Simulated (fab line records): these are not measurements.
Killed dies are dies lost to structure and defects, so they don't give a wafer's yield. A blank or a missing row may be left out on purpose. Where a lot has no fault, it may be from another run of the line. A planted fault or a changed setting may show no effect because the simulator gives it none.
Which tool is to blame?    flow gf180mcu    6 lots with 18 wafers sampled at 2 steps, on a route of 602 steps

WHAT EACH GAUGE READ, for each wafer
GF_M5_OVL_MEAS_08.
lot   measured      on          M5_OVL (nm)
L556  day 26 11:50  overlay-01  -11 -6 -8
L559  day 28 11:21  overlay-02  2 -2 -1
L566  day 29 23:35  overlay-02  -2 1 -11
L571  day 31 11:11  overlay-01  4 7 -3
L575  day 32 08:50  overlay-01  -3 -6 -1
L578  day 33 02:50  overlay-02  -1 -1 10

WHICH TOOL RAN EACH LOT (tool, then ch and the chambers of the sampled wafers, then the start)
lot   GF_M3_METAL_ETCH_16
L556  rie metal-02 ch 0,1, day 21 13:57
L559  rie metal-02 ch 1, day 22 21:07
L566  rie metal-02 ch 0,1, day 25 07:37
L571  rie metal-03 ch 0, day 27 01:25
L575  rie metal-04 ch 0, day 28 15:42
L578  rie metal-03 ch 0, day 29 03:43
- GF_M3_METAL_ETCH_16: etches the open film in Cl2/BCl3, stops on SiO2, target depth 627.5 nm, time 104.6 s.

THE ANSWER, worked out from the rows above alone
Rule: the lots themselves supply what counts as usual. Put in order of their means at a reading, lots are off if they are a third of the lots or fewer, leave a main group of 4 or more, and stand apart from it by a gap of 3 or more times the standard deviation of the main group's means; of several such gaps the widest counts. The tables above print the reading to a certain number of digits; a main group whose means all agree to those digits is not used. Also off: a lot with no number at a reading for which 4 or more lots have one. All remaining lots with rows at the step are treated as sound.
None of the lots is off at any reading shown; this tells nothing.

WHAT THE SIMULATOR PUT IN
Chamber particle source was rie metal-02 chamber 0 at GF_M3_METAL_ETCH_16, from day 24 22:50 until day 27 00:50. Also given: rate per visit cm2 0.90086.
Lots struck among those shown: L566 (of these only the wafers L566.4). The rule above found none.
